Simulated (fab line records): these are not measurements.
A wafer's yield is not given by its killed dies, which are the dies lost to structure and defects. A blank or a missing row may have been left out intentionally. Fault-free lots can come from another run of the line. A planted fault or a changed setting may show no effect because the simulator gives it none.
A struck lot beside a sound one / flow sky130 / 32 out of 708 route steps
Sound: the wafers L630.1, L630.4, L630.5. Wafers struck: L638.2, L638.3, L638.5. Last of all comes the cause.
Each step with rows lists, per side, the tool, then ch with its chambers, then its first start. Under that, the readings that differ: sound wafers / struck wafers / difference of the means / sigmas: that difference in standard deviations of wafers without a fault.
alike: readings with means less than 2 such deviations apart, plus words and numbers identical on both sides. not compared: withheld readings, readings lacking a value on some wafer, bounds such as >300 that could conceal the same value, and numbers that have no deviation in the record and whose values overlap.
The two part at a step that has a row with sigmas, a row that says differs or no value, or rows on one side only. Numbers that have no deviation but don't overlap get no sigmas and don't part them. A reading missing from all wafers of one side parts the sides only when that side holds two or more wafers.

SKY_PWDE_OVL_MEAS_07:
  sound: overlay-01 at day 4 07:43; struck: overlay-01 at day 5 22:59
  alike: PWDE_OVL
after that, 1 step had no rows for these wafers: SKY_PWDE_IMPLANT_08.
SKY_PWDE_STRIP_09: strips in O2/N2.
  sound on plasmaAsher-04 ch 0,1, day 4 07:53; struck on plasmaAsher-03 ch 0,1, day 5 23:10
  alike: drypumpMotorCurrentA, oesProductAu, stripTimeToEndpointS
  not compared: rfHoursCounterH
SKY_PWDE_TW_MEAS_10:
  sound: filmMetro-03 at day 4 07:59; struck: filmMetro-04 at day 5 23:16
  alike: PWDE_TW
then, 7 steps without rows for these wafers: SKY_NWELL_DEHYDRATE_03 (time 60 s); SKY_NWELL_HMDS_04 (prime time 60 s); SKY_NWELL_COAT_05 (resist thk 3000 nm); SKY_NWELL_SOFTBAKE_06; SKY_NWELL_EXPOSE_07 (exposes mask NWM, target cd 840 nm); SKY_NWELL_PEB_08; SKY_NWELL_DEVELOP_09 (develop time 60 s).
SKY_NWELL_OVL_MEAS_10:
  sound: overlay-02 at day 5 00:13; struck: overlay-01 at day 6 18:05
reading=NWELL_00_OVL (nm); sound=1.6 0.9 0.8; struck=-3.0 -0.1 -3.3; difference=-3.2; sigmas=-2
SKY_NWELL_IMPLANT_11:
  sound on implanter-02 ch 0, day 5 00:16; struck on implanter-01 ch 0, day 6 18:08
reading=doseIonsCm2; sound=1.8955e+13 1.899e+13 1.8981e+13; struck=1.8174e+13 1.8129e+13 1.8171e+13; difference=-8.1733e+11; sigmas=-36
then, 2 steps without rows for these wafers: SKY_NWELL_IMPLANT_12; SKY_NWELL_IMPLANT_13.
SKY_NWELL_STRIP_14: strips in O2/N2.
  sound on plasmaAsher-01 ch 0,1, day 5 00:43; struck on plasmaAsher-03 ch 0,1, day 6 18:34
  alike: drypumpMotorCurrentA, oesProductAu, stripTimeToEndpointS
  not compared: rfHoursCounterH
SKY_NWELL_TW_MEAS_15:
  sound: filmMetro-02 at day 5 00:49; struck: filmMetro-03 at day 6 18:40
  alike: NWELL_TW
then, 7 steps without rows for these wafers: SKY_NWELL_DEHYDRATE_16 (time 60 s); SKY_NWELL_HMDS_17 (prime time 60 s); SKY_NWELL_COAT_18 (resist thk 3000 nm); SKY_NWELL_SOFTBAKE_19; SKY_NWELL_EXPOSE_20 (exposes mask NWM COMPLEMENT, target cd 840 nm); SKY_NWELL_PEB_21; SKY_NWELL_DEVELOP_22 (develop time 60 s).
SKY_NWELL_OVL_MEAS_23:
  sound: overlay-02 at day 5 18:43; struck: overlay-01 at day 7 14:23
  alike: NWELL_01_OVL
after that, 1 step had no rows for these wafers: SKY_NWELL_IMPLANT_24.
SKY_NWELL_STRIP_25: strips in O2/N2.
  sound on plasmaAsher-03 ch 0,1, day 5 18:55; struck on plasmaAsher-04 ch 0,1, day 7 14:34
  alike: drypumpMotorCurrentA, oesProductAu, stripTimeToEndpointS
  not compared: rfHoursCounterH
SKY_NWELL_TW_MEAS_26:
  sound: filmMetro-04 at day 5 19:01; struck: filmMetro-04 at day 7 14:40
  alike: NWELL_2_TW
then, 1 step without rows for these wafers: SKY_NWELL_CLEAN_27 (cleans in SC1/SC2, time 150 s).
SKY_NWELL_RTA_28: time 30 s.
  sound on rtpAnneal-01 ch 0, day 5 19:08; struck on rtpAnneal-02 ch 0, day 7 14:47
  alike: chamberO2Ppm, lampPowerPct, wafer_temp_C_max
SKY_NWELL_RS_MEAS_29: the measuring method here is four-point-probe.
  sound: filmMetro-03 at day 5 19:14; struck: filmMetro-03 at day 7 14:53
reading=NWELL_RS (ohm/sq); sound=627.0 625.8 625.4; struck=639.4 639.2 638.9; difference=+13.1; sigmas=+8
-- the record jumps here: 41 days lie between the struck wafers' starts before and after (it left off in module NWELL and takes up again in module PAD_OPEN, whose first step shown is number 708 of the route) --
SKY_PAD_OPEN_PROBE_99:
  sound: prober-02 at day 46 14:10; struck: prober-01 at day 48 16:02
  alike: killed_at_M0_to_M3, killed_at_M4_up, killedAtContacts, killedAtFrontEnd, killedAtOther, killedDies, killedOpen, killedShort

== WHERE THEY PART ==
Earliest at SKY_NWELL_OVL_MEAS_10; latest, in this record, at SKY_NWELL_RS_MEAS_29. Later steps at which nothing parts them and some readings are alike: SKY_PAD_OPEN_PROBE_99.

WHY: what had been put in by the simulator
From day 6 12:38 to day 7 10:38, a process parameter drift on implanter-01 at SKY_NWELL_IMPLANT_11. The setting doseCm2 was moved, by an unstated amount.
